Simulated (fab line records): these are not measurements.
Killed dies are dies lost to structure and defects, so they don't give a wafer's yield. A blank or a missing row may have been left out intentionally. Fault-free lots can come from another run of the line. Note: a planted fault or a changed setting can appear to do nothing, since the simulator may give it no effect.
fab line records	flow sky130
record: lots: 24	wafers: 72	last_day: 50
route steps=708 shown RES_XHIGH@360 CONTACT@424 VIA1@480 METAL3@533 VIA3@586
lots with no fault: from the same line, run without faults
start_h: hours from the record's opening day to when the first of the lot's shown wafers began	wait_h: how many hours have passed since the lot's step before this one	" as in the row above	L1.1+2: a row that stands for several wafers	- no value present, or no start provided	* or withheld: withheld	< > ~ a bound
route shown NAME@n: names a module that has steps shown in the file, with the first one's number in the route	usual: average and standard deviation across the fault-free wafers	same: alike in all rows	chamber/n: place in a boat	sites: readings site by site	_std_site: the values' standard deviation	_edge_site: outer sites' mean less inner sites'	radius_mm: how far each site lies from the wafer's centre	mask NAME#n: copy n	behind: tool/chamber where the wafer was last shaped	hold: reason for holding the lot/hours on hold/outcome of the hold	device: which transistor (n, p or np) failed to switch	end of line: the same wafers' tests at the end of the route	a step without rows: its recipe alone	killed: dies that structure and defects cost at the first sort, which is not the same as the wafer's yield	map: a wafer's dies, x killed, . not, _ none there
set.NAME: the run value of the setting; set.NAME@STEP: its run value at that earlier step	model.NAME: the simulator's own value behind a step, which no gauge read
steps of the route over a sample of lots; a table a step, a row a wafer
services: a tool's chamber out of use, with start hour (start_h, from the record's first day; less than 0 if before it), hours out, and reason
== steps ==
step: SKY_SD_N_RS_MEAS_18
recipe: thk_meas_gauge: four-point-probe
usual: RES_XHIGH_RS: 333.5/1.5
lot.wafer	tool	chamber	start_h	wait_h	RES_XHIGH_RS[ohm/sq]
L074.2	film_metro-01	-	643.17	0.1	335.4
L074.3	"	-	"	"	335.7
L074.4	"	-	"	"	334.3
L075.1	film_metro-03	-	663.37	0.1	333.5
L075.5	"	-	"	"	334.1
L075.6	"	-	"	"	332.1
L076.2	film_metro-01	-	675.12	0.1	333.1
L076.3	"	-	"	"	334.5
L076.5	"	-	"	"	333.3
L077.1	film_metro-03	-	681.01	0.1	333.7
L077.4	"	-	"	"	333.0
L077.5	"	-	"	"	333.6
L078.1	film_metro-01	-	685.71	0.1	333.4
L078.4	"	-	"	"	334.2
L078.6	"	-	"	"	333.6
L079.1	film_metro-01	-	694.16	0.1	334.6
L079.3	"	-	"	"	333.7
L079.5	"	-	"	"	334.7
L080.3	film_metro-01	-	700.80	0.1	335.0
L080.5	"	-	"	"	334.4
L080.6	"	-	"	"	334.8
L081.1	film_metro-03	-	711.50	0.1	332.4
L081.3	"	-	"	"	332.3
L081.4	"	-	"	"	332.4
L082.2	film_metro-03	-	725.02	0.1	334.3
L082.5	"	-	"	"	334.1
L082.6	"	-	"	"	332.5
L083.3	film_metro-04	-	730.79	0.1	335.5
L083.4	"	-	"	"	333.9
L083.6	"	-	"	"	334.5
L085.3	film_metro-04	-	740.57	0.1	332.8
L085.5	"	-	"	"	333.0
L085.6	"	-	"	"	332.1
L084.3	film_metro-04	-	741.40	0.1	331.8
L084.5	"	-	"	"	332.5
L084.6	"	-	"	"	332.0
L086.1	film_metro-04	-	750.21	0.1	330.5
L086.2	"	-	"	"	329.0
L086.5	"	-	"	"	329.6
L087.1	film_metro-03	-	756.46	0.1	332.8
L087.2	"	-	"	"	334.3
L087.4	"	-	"	"	333.0
L088.2	film_metro-03	-	769.83	0.1	335.3
L088.3	"	-	"	"	335.6
L088.6	"	-	"	"	336.3
L089.4	film_metro-01	-	783.61	0.1	333.3
L089.5	"	-	"	"	334.0
L089.6	"	-	"	"	333.9
L091.3	film_metro-03	-	787.25	0.1	333.8
L091.4	"	-	"	"	334.4
L091.6	"	-	"	"	333.5
L090.1	film_metro-03	-	790.96	0.1	333.7
L090.2	"	-	"	"	332.1
L090.5	"	-	"	"	333.6
L092.2	film_metro-01	-	795.33	0.1	335.4
L092.3	"	-	"	"	336.7
L092.4	"	-	"	"	337.1
L093.1	film_metro-01	-	805.56	0.1	333.2
L093.2	"	-	"	"	332.9
L093.6	"	-	"	"	333.1
L095.2	film_metro-03	-	806.07	0.1	333.2
L095.4	"	-	"	"	332.7
L095.5	"	-	"	"	332.3
L094.1	film_metro-04	-	808.76	0.1	330.9
L094.5	"	-	"	"	331.5
L094.6	"	-	"	"	331.3
L096.3	film_metro-03	-	812.15	0.1	332.3
L096.4	"	-	"	"	334.0
L096.6	"	-	"	"	332.6
L097.2	film_metro-01	-	828.83	0.1	334.4
L097.4	"	-	"	"	336.0
L097.5	"	-	"	"	334.6
step: SKY_CONTACT_ETCH_18
recipe: target: Si3N4	chemistry: CHF3/O2	stop_on: TiN	source_w: 600	bias_w: 200	pressure_mtorr: 40	chf3_flow_sccm: 50	O2_flow_sccm: 5	time_s: 39	target_depth_a: 750
usual: drypump_motor_current_A: 5.7/0.46	oes_product_au: 0.853/0.0085	rf_fwd_power_W: 593.5/2.5	throttle_valve_pct: 8.792/0.0094
lot.wafer	tool	chamber	start_h	wait_h	drypump_motor_current_A	oes_product_au	rf_fwd_power_W	rf_hours_counter_h	throttle_valve_pct
L074.2	rie_diel-04	2	-	-	6.0	0.843	592.4	9	8.791
L074.3	"	0	"	"	4.9	0.866	597.3	9	8.786
L074.4	"	3	"	"	5.8	0.854	596.5	10	8.790
L075.1	rie_diel-02	3	-	-	5.1	0.848	595.4	7	8.804
L075.5	"	0	"	"	6.7	0.863	589.4	-	8.796
L075.6	"	1	"	"	6.0	0.855	595.0	-	8.789
L076.2	rie_diel-04	3	-	-	5.8	0.846	593.1	11	8.791
L076.3	"	1	"	"	5.7	0.848	590.1	12	8.795
L076.5	"	0	"	"	5.0	0.857	594.7	-	8.792
L077.1	rie_diel-01	3	-	-	5.9	0.854	594.8	12	8.801
L077.4	"	2	"	"	6.0	0.856	595.7	6	8.785
L077.5	"	3	"	"	5.9	0.858	592.2	-	8.796
L078.1	rie_diel-02	2	-	-	5.1	0.856	590.8	11	8.798
L078.4	"	3	"	"	5.0	0.857	597.8	8	8.796
L078.6	"	1	"	"	6.0	0.851	591.8	-	8.792
L079.1	rie_diel-01	1	-	-	5.5	0.845	595.0	2	8.791
L079.3	"	2	"	"	5.9	0.847	593.1	6	8.789
L079.5	"	0	"	"	6.1	0.851	595.6	-	8.773
L080.3	rie_diel-01	1	-	-	5.6	0.851	593.5	2	8.807
L080.5	"	1	"	"	5.5	0.858	590.8	-	8.789
L080.6	"	2	"	"	5.9	0.846	593.3	-	8.788
L081.1	rie_diel-01	0	-	-	6.2	0.855	593.7	8	8.783
L081.3	"	3	"	"	5.9	0.856	591.3	13	8.793
L081.4	"	2	"	"	5.9	0.856	591.8	7	8.776
L082.2	rie_diel-01	0	-	-	6.2	0.846	594.7	8	8.791
L082.5	"	3	"	"	5.9	0.858	593.4	-	8.782
L082.6	"	0	"	"	6.2	0.840	592.6	-	8.786
L083.3	rie_diel-04	3	-	-	5.8	0.866	595.3	13	8.794
L083.4	"	2	"	"	6.0	0.870	597.3	11	8.793
L083.6	"	1	"	"	5.6	0.859	591.5	-	8.802
L085.3	rie_diel-04	0	-	-	5.0	0.855	597.6	12	8.787
L085.5	"	1	"	"	5.6	0.849	592.6	-	8.798
L085.6	"	0	"	"	4.9	0.849	595.7	-	8.796
L084.3	rie_diel-04	2	-	-	6.0	0.852	597.4	11	8.783
L084.5	"	0	"	"	4.9	0.866	599.2	-	8.800
L084.6	"	3	"	"	5.9	0.850	594.8	-	8.799
L086.1	rie_diel-02	1	-	-	6.0	0.836	592.8	11	8.784
L086.2	"	2	"	"	5.1	0.854	590.1	12	8.802
L086.5	"	2	"	"	5.1	0.865	593.9	-	8.791
L087.1	rie_diel-02	0	-	-	6.6	0.838	590.6	14	8.791
L087.2	"	1	"	"	6.0	0.845	593.8	11	8.780
L087.4	"	2	"	"	5.1	0.855	593.2	13	8.789
L088.2	rie_diel-04	3	-	-	5.8	0.856	594.1	14	8.798
L088.3	"	0	"	"	4.9	0.855	598.3	13	8.788
L088.6	"	3	"	"	5.9	0.861	595.7	-	8.800
L089.4	rie_diel-02	1	-	-	6.0	0.856	593.5	12	8.795
L089.5	"	3	"	"	5.1	0.874	594.4	-	8.812
L089.6	"	2	"	"	5.1	0.857	587.9	-	8.798
L091.3	rie_diel-01	3	-	-	5.9	0.845	588.1	15	8.792
L091.4	"	0	"	"	6.1	0.850	593.7	10	8.788
L091.6	"	0	"	"	6.1	0.860	595.2	-	8.794
L090.1	rie_diel-01	3	-	-	5.9	0.864	593.0	15	8.791
L090.2	"	1	"	"	5.6	0.844	593.3	5	8.788
L090.5	"	2	"	"	6.0	0.868	591.6	-	8.795
L092.2	rie_diel-04	2	-	-	6.0	0.852	592.2	13	8.782
L092.3	"	3	"	"	5.8	0.860	595.9	15	8.784
L092.4	"	0	"	"	4.9	0.861	596.6	14	8.798
L093.1	rie_diel-04	0	-	-	4.9	0.838	595.9	14	8.787
L093.2	"	3	"	"	5.9	0.852	593.3	15	8.794
L093.6	"	2	"	"	6.0	0.867	597.0	-	8.796
L095.2	rie_diel-01	3	-	-	5.9	0.852	587.8	16	8.801
L095.4	"	2	"	"	6.0	0.854	592.1	10	8.804
L095.5	"	0	"	"	6.1	0.865	598.2	-	8.806
L094.1	rie_diel-02	1	-	-	6.0	0.855	592.2	13	8.797
L094.5	"	1	"	"	6.0	0.871	591.1	-	8.803
L094.6	"	2	"	"	5.1	0.864	589.4	-	8.795
L096.3	rie_diel-01	2	-	-	6.0	0.855	596.2	10	8.803
L096.4	"	0	"	"	6.1	0.858	595.4	11	8.796
L096.6	"	1	"	"	5.5	0.846	593.3	-	8.796
L097.2	rie_diel-04	3	-	-	5.8	0.847	590.2	16	8.791
L097.4	"	1	"	"	5.6	0.851	591.3	16	8.802
L097.5	"	2	"	"	6.0	0.845	599.4	-	8.795
step: SKY_VIA1_RS_MEAS_22
recipe: thk_meas_gauge: four-point-probe	reads: W_of_VIA1_CVD_21+TiN_of_VIA1_SPUTTER_20
usual: VIA1_W_RS: 0.424/0.012
lot.wafer	tool	chamber	start_h	wait_h	VIA1_W_RS[ohm/sq]
L074.2	film_metro-04	-	788.77	0.1	0.426
L074.3	"	-	"	"	0.427
L074.4	"	-	"	"	0.427
L075.1	film_metro-01	-	808.67	0.1	0.432
L075.5	"	-	"	"	0.430
L075.6	"	-	"	"	0.428
L076.2	film_metro-01	-	819.26	0.1	0.427
L076.3	"	-	"	"	0.431
L076.5	"	-	"	"	0.434
L077.1	film_metro-04	-	824.07	0.1	0.424
L077.4	"	-	"	"	0.405
L077.5	"	-	"	"	0.427
L078.1	film_metro-04	-	828.41	0.2	0.399
L078.4	"	-	"	"	0.398
L078.6	"	-	"	"	0.402
L079.1	film_metro-01	-	836.49	0.2	0.411
L079.3	"	-	"	"	0.409
L079.5	"	-	"	"	0.410
L080.3	film_metro-01	-	841.96	0.1	0.411
L080.5	"	-	"	"	0.435
L080.6	"	-	"	"	0.408
L081.1	film_metro-01	-	853.77	0.1	0.407
L081.3	"	-	"	"	0.429
L081.4	"	-	"	"	0.402
L082.2	film_metro-04	-	864.71	0.1	0.432
L082.5	"	-	"	"	0.429
L082.6	"	-	"	"	0.431
L083.3	film_metro-04	-	871.11	0.1	0.412
L083.4	"	-	"	"	0.438
L083.6	"	-	"	"	0.414
L085.3	film_metro-04	-	877.70	0.1	0.435
L085.5	"	-	"	"	0.431
L085.6	"	-	"	"	0.432
L084.3	film_metro-04	-	880.48	0.1	0.429
L084.5	"	-	"	"	0.429
L084.6	"	-	"	"	0.433
L086.1	film_metro-03	-	889.46	0.1	0.430
L086.2	"	-	"	"	0.428
L086.5	"	-	"	"	0.432
L087.1	film_metro-04	-	894.90	0.1	0.410
L087.2	"	-	"	"	0.431
L087.4	"	-	"	"	0.431
L088.2	film_metro-01	-	906.01	0.1	0.425
L088.3	"	-	"	"	0.425
L088.6	"	-	"	"	0.424
L089.4	film_metro-01	-	919.52	0.1	0.413
L089.5	"	-	"	"	0.433
L089.6	"	-	"	"	0.416
L091.3	film_metro-03	-	922.05	0.1	0.429
L091.4	"	-	"	"	0.406
L091.6	"	-	"	"	0.412
L090.1	film_metro-01	-	927.54	0.1	0.435
L090.2	"	-	"	"	0.435
L090.5	"	-	"	"	0.440
L092.2	film_metro-03	-	929.28	0.1	0.408
L092.3	"	-	"	"	0.412
L092.4	"	-	"	"	0.430
L093.1	film_metro-01	-	940.86	0.1	0.413
L093.2	"	-	"	"	0.437
L093.6	"	-	"	"	0.409
L095.2	film_metro-01	-	942.18	0.1	0.433
L095.4	"	-	"	"	0.436
L095.5	"	-	"	"	0.433
L094.1	film_metro-01	-	942.60	0.1	0.432
L094.5	"	-	"	"	0.443
L094.6	"	-	"	"	0.434
L096.3	film_metro-01	-	946.07	0.1	0.430
L096.4	"	-	"	"	0.412
L096.6	"	-	"	"	0.428
L097.2	film_metro-01	-	963.17	0.1	0.403
L097.4	"	-	"	"	0.410
L097.5	"	-	"	"	0.429
step: SKY_METAL3_SPUTTER_01
recipe: material: TiN	target_thk_nm: 20	power_w: 6500	time_s: 16.7	chamber_pressure_pa: 0.4
usual: cathode_dc_power_W: 6500.1/1.2	throttle_valve_pct: 30.2/1.3
lot.wafer	tool	chamber	start_h	wait_h	cathode_dc_power_W	throttle_valve_pct
L074.2	pvd_sputter-04	-	844.96	0.0	6500.4	28.0
L074.3	"	-	"	"	6499.5	30.7
L074.4	"	-	"	"	6498.0	30.7
L075.1	pvd_sputter-04	-	863.93	0.0	6498.3	28.1
L075.5	"	-	"	"	6499.8	30.9
L075.6	"	-	"	"	6500.4	27.9
L076.2	pvd_sputter-04	-	875.96	0.0	6500.1	27.8
L076.3	"	-	"	"	6500.5	31.0
L076.5	"	-	"	"	6501.4	31.9
L077.1	pvd_sputter-01	-	879.13	0.0	6500.0	30.3
L077.4	"	-	"	"	6497.9	31.6
L077.5	"	-	"	"	6501.6	30.0
L078.1	pvd_sputter-01	-	883.61	0.0	6500.5	30.5
L078.4	"	-	"	"	6498.3	29.8
L078.6	"	-	"	"	6499.2	31.3
L079.1	pvd_sputter-01	-	891.51	0.0	6502.1	31.6
L079.3	"	-	"	"	6499.9	30.1
L079.5	"	-	"	"	6499.8	31.7
L080.3	pvd_sputter-04	-	896.21	0.0	6501.4	31.7
L080.5	"	-	"	"	6500.3	27.9
L080.6	"	-	"	"	6500.3	31.7
L081.1	pvd_sputter-04	-	909.16	0.0	6501.6	28.1
L081.3	"	-	"	"	6498.6	31.2
L081.4	"	-	"	"	6500.0	32.0
L082.2	pvd_sputter-04	-	919.79	0.0	6498.6	28.0
L082.5	"	-	"	"	6502.0	28.2
L082.6	"	-	"	"	6502.1	30.9
L083.3	pvd_sputter-01	-	925.71	0.0	6499.9	31.7
L083.4	"	-	"	"	6498.4	30.4
L083.6	"	-	"	"	6501.1	31.5
L085.3	pvd_sputter-01	-	932.15	0.0	6500.1	30.2
L085.5	"	-	"	"	6498.6	31.7
L085.6	"	-	"	"	6500.6	30.2
L084.3	pvd_sputter-03	-	933.74	0.0	6497.6	30.1
L084.5	"	-	"	"	6499.8	30.3
L084.6	"	-	"	"	6499.4	29.5
L086.1	pvd_sputter-01	-	943.05	0.0	6497.3	31.7
L086.2	"	-	"	"	6500.6	30.1
L086.5	"	-	"	"	6500.4	31.7
L087.1	pvd_sputter-04	-	948.06	0.0	6499.4	27.9
L087.2	"	-	"	"	6501.0	31.9
L087.4	"	-	"	"	6500.9	31.0
L088.2	pvd_sputter-01	-	958.34	0.0	6500.0	29.9
L088.3	"	-	"	"	6500.2	31.4
L088.6	"	-	"	"	6499.7	29.9
L089.4	pvd_sputter-01	-	971.49	0.0	6500.9	30.2
L089.5	"	-	"	"	6499.7	30.6
L089.6	"	-	"	"	6501.5	30.5
L091.3	pvd_sputter-04	-	973.91	0.0	6499.8	28.1
L091.4	"	-	"	"	6499.9	31.8
L091.6	"	-	"	"	6500.7	31.0
L090.1	pvd_sputter-01	-	979.96	0.0	6498.8	31.4
L090.2	"	-	"	"	6502.1	30.2
L090.5	"	-	"	"	6500.3	31.8
L092.2	pvd_sputter-04	-	980.59	0.0	6499.7	28.4
L092.3	"	-	"	"	6499.9	30.8
L092.4	"	-	"	"	6499.4	27.8
L093.1	pvd_sputter-01	-	991.90	0.0	6499.9	30.3
L093.2	"	-	"	"	6497.4	31.5
L093.6	"	-	"	"	6501.8	30.1
L095.2	pvd_sputter-03	-	993.10	0.0	6501.9	30.4
L095.4	"	-	"	"	6501.4	29.3
L095.5	"	-	"	"	6501.1	29.4
L094.1	pvd_sputter-03	-	994.13	0.0	6500.5	30.4
L094.5	"	-	"	"	6499.1	30.4
L094.6	"	-	"	"	6501.4	30.0
L096.3	pvd_sputter-01	-	997.12	0.0	6499.5	30.3
L096.4	"	-	"	"	6498.5	29.9
L096.6	"	-	"	"	6500.6	31.6
L097.2	pvd_sputter-04	-	1013.83	0.0	6498.9	31.7
L097.4	"	-	"	"	6500.9	30.8
L097.5	"	-	"	"	6500.3	28.1
step: SKY_METAL3_SPUTTER_03
recipe: material: Ti	target_thk_nm: 5	power_w: 3000	time_s: 3.3	chamber_pressure_pa: 0.4
usual: cathode_dc_power_W: 3000.1/0.59	throttle_valve_pct: 30.2/1.2
lot.wafer	tool	chamber	start_h	wait_h	cathode_dc_power_W	throttle_valve_pct
L074.2	pvd_sputter-04	-	845.03	0.0	3000.2	28.4
L074.3	"	-	"	"	3000.3	30.9
L074.4	"	-	"	"	2999.1	31.1
L075.1	pvd_sputter-04	-	863.99	0.0	3000.8	28.4
L075.5	"	-	"	"	3001.1	31.2
L075.6	"	-	"	"	3000.2	28.2
L076.2	pvd_sputter-04	-	876.03	0.0	2999.8	28.1
L076.3	"	-	"	"	2999.6	30.9
L076.5	"	-	"	"	2999.5	31.8
L077.1	pvd_sputter-01	-	879.19	0.0	3000.3	30.0
L077.4	"	-	"	"	3000.5	31.6
L077.5	"	-	"	"	3000.6	29.9
L078.1	pvd_sputter-01	-	883.67	0.0	2999.8	30.8
L078.4	"	-	"	"	3000.6	30.1
L078.6	"	-	"	"	3000.4	31.9
L079.1	pvd_sputter-01	-	891.58	0.0	3000.2	31.7
L079.3	"	-	"	"	3000.0	29.9
L079.5	"	-	"	"	3000.1	31.4
L080.3	pvd_sputter-04	-	896.28	0.0	2999.8	31.7
L080.5	"	-	"	"	2999.7	28.2
L080.6	"	-	"	"	2999.9	31.7
L081.1	pvd_sputter-04	-	909.22	0.0	3001.3	27.9
L081.3	"	-	"	"	3000.4	30.6
L081.4	"	-	"	"	3000.3	31.8
L082.2	pvd_sputter-04	-	919.86	0.0	3000.1	27.9
L082.5	"	-	"	"	3000.5	28.4
L082.6	"	-	"	"	3000.2	30.7
L083.3	pvd_sputter-01	-	925.78	0.0	3000.6	31.5
L083.4	"	-	"	"	2999.8	30.6
L083.6	"	-	"	"	2999.7	31.6
L085.3	pvd_sputter-01	-	932.21	0.0	2999.5	30.1
L085.5	"	-	"	"	3000.4	31.3
L085.6	"	-	"	"	2999.7	30.1
L084.3	pvd_sputter-03	-	933.81	0.0	3000.2	30.2
L084.5	"	-	"	"	3000.2	30.0
L084.6	"	-	"	"	2999.3	29.5
L086.1	pvd_sputter-01	-	943.11	0.0	2999.5	31.7
L086.2	"	-	"	"	2999.4	30.0
L086.5	"	-	"	"	3000.4	31.4
L087.1	pvd_sputter-04	-	948.13	0.0	3000.3	28.0
L087.2	"	-	"	"	2999.7	31.6
L087.4	"	-	"	"	3001.1	31.1
L088.2	pvd_sputter-01	-	958.40	0.0	3000.9	30.4
L088.3	"	-	"	"	3000.2	31.8
L088.6	"	-	"	"	2999.9	29.9
L089.4	pvd_sputter-01	-	971.55	0.0	3000.9	30.0
L089.5	"	-	"	"	3000.8	30.3
L089.6	"	-	"	"	3000.3	30.5
L091.3	pvd_sputter-04	-	973.97	0.0	2999.4	28.1
L091.4	"	-	"	"	3000.5	31.8
L091.6	"	-	"	"	3000.1	31.0
L090.1	pvd_sputter-01	-	980.02	0.0	2999.5	31.5
L090.2	"	-	"	"	2999.4	30.4
L090.5	"	-	"	"	2999.4	31.4
L092.2	pvd_sputter-04	-	980.65	0.0	2999.7	28.2
L092.3	"	-	"	"	2999.9	31.0
L092.4	"	-	"	"	2999.9	28.0
L093.1	pvd_sputter-01	-	991.96	0.0	3000.9	30.5
L093.2	"	-	"	"	2999.8	31.6
L093.6	"	-	"	"	3000.7	29.9
L095.2	pvd_sputter-03	-	993.17	0.0	2999.2	30.2
L095.4	"	-	"	"	3000.3	29.5
L095.5	"	-	"	"	3001.8	29.6
L094.1	pvd_sputter-03	-	994.19	0.0	3000.1	30.4
L094.5	"	-	"	"	3000.0	30.6
L094.6	"	-	"	"	2999.2	30.3
L096.3	pvd_sputter-01	-	997.18	0.0	3000.0	30.5
L096.4	"	-	"	"	2999.5	29.8
L096.6	"	-	"	"	2999.0	31.8
L097.2	pvd_sputter-04	-	1013.90	0.0	2999.0	31.8
L097.4	"	-	"	"	3000.0	30.7
L097.5	"	-	"	"	3000.4	28.2
step: SKY_VIA3_OVL_MEAS_13
usual: VIA3_OVL: -1/6
lot.wafer	tool	chamber	start_h	wait_h	VIA3_OVL[nm]
L074.2	overlay-01	-	923.81	0.1	3
L074.3	"	-	"	"	5
L074.4	"	-	"	"	-2
L075.1	overlay-02	-	941.95	0.1	-9
L075.5	"	-	"	"	6
L075.6	"	-	"	"	-4
L076.2	overlay-02	-	951.89	0.1	-12
L076.3	"	-	"	"	-12
L076.5	"	-	"	"	-17
L077.1	overlay-02	-	955.95	0.1	1
L077.4	"	-	"	"	-8
L077.5	"	-	"	"	-1
L078.1	overlay-02	-	960.38	0.1	-8
L078.4	"	-	"	"	-3
L078.6	"	-	"	"	2
L079.1	overlay-01	-	968.20	0.1	7
L079.3	"	-	"	"	16
L079.5	"	-	"	"	6
L080.3	overlay-01	-	972.09	0.1	0
L080.5	"	-	"	"	-2
L080.6	"	-	"	"	-2
L081.1	overlay-02	-	983.63	0.1	10
L081.3	"	-	"	"	6
L081.4	"	-	"	"	6
L082.2	overlay-02	-	995.11	0.1	5
L082.5	"	-	"	"	-1
L082.6	"	-	"	"	1
L083.3	overlay-01	-	1000.59	0.1	-6
L083.4	"	-	"	"	-6
L083.6	"	-	"	"	-4
L085.3	overlay-02	-	1006.59	0.1	0
L085.5	"	-	"	"	-3
L085.6	"	-	"	"	3
L084.3	overlay-01	-	1007.56	0.1	-4
L084.5	"	-	"	"	-6
L084.6	"	-	"	"	-1
L086.1	overlay-01	-	1017.08	0.1	-11
L086.2	"	-	"	"	4
L086.5	"	-	"	"	-7
L087.1	overlay-01	-	1021.20	0.1	5
L087.2	"	-	"	"	-2
L087.4	"	-	"	"	6
L088.2	overlay-02	-	1031.44	0.1	-12
L088.3	"	-	"	"	-7
L088.6	"	-	"	"	-4
L089.4	overlay-02	-	1042.77	0.1	5
L089.5	"	-	"	"	-7
L089.6	"	-	"	"	-1
L091.3	overlay-01	-	1046.31	0.1	4
L091.4	"	-	"	"	1
L091.6	"	-	"	"	3
L090.1	overlay-01	-	1051.35	0.1	-3
L090.2	"	-	"	"	-2
L090.5	"	-	"	"	2
L092.2	overlay-02	-	1052.19	0.1	5
L092.3	"	-	"	"	8
L092.4	"	-	"	"	7
L093.1	overlay-02	-	1062.23	0.1	0
L093.2	"	-	"	"	9
L093.6	"	-	"	"	0
L095.2	overlay-02	-	1063.46	0.1	4
L095.4	"	-	"	"	2
L095.5	"	-	"	"	2
L094.1	overlay-01	-	1064.50	0.1	-3
L094.5	"	-	"	"	2
L094.6	"	-	"	"	-6
L096.3	overlay-01	-	1066.36	0.1	-9
L096.4	"	-	"	"	-10
L096.6	"	-	"	"	-10
L097.2	overlay-01	-	1083.21	0.1	6
L097.4	"	-	"	"	10
L097.5	"	-	"	"	6
== services ==
tool	chamber	start_h	hours	kind
rie_diel-01	2	719.34	4.0	repair
rie_diel-01	3	722.78	1.4	repair
pvd_sputter-03	-	733.10	0.9	repair
rie_diel-04	-	757.83	1.7	repair
rie_diel-02	3	828.22	7.1	repair
rie_diel-04	1	857.24	9.9	repair
pvd_sputter-03	-	878.37	5.4	repair
pvd_sputter-01	0	879.78	-	consumable_replace:kit
pvd_sputter-01	0	879.78	18.0	scheduled_down
pvd_sputter-01	-	879.90	1.4	repair
rie_diel-01	-	917.10	4.3	pm
rie_diel-04	-	946.10	0.1	repair
pvd_sputter-03	-	949.14	14.9	repair
rie_diel-01	3	970.43	101.3	repair
rie_diel-04	-	974.50	15.6	pm
rie_diel-01	-	983.36	0.3	repair
pvd_sputter-01	-	984.22	1.3	repair
rie_diel-01	1	992.21	14.2	repair
rie_diel-01	2	996.24	2.9	repair
rie_diel-02	3	996.52	7.4	repair
rie_diel-04	-	1002.56	13.0	repair
rie_diel-04	1	1005.27	23.5	repair
rie_diel-02	0	1005.39	8.9	repair
rie_diel-04	2	1008.66	34.8	repair
== key ==
fault none
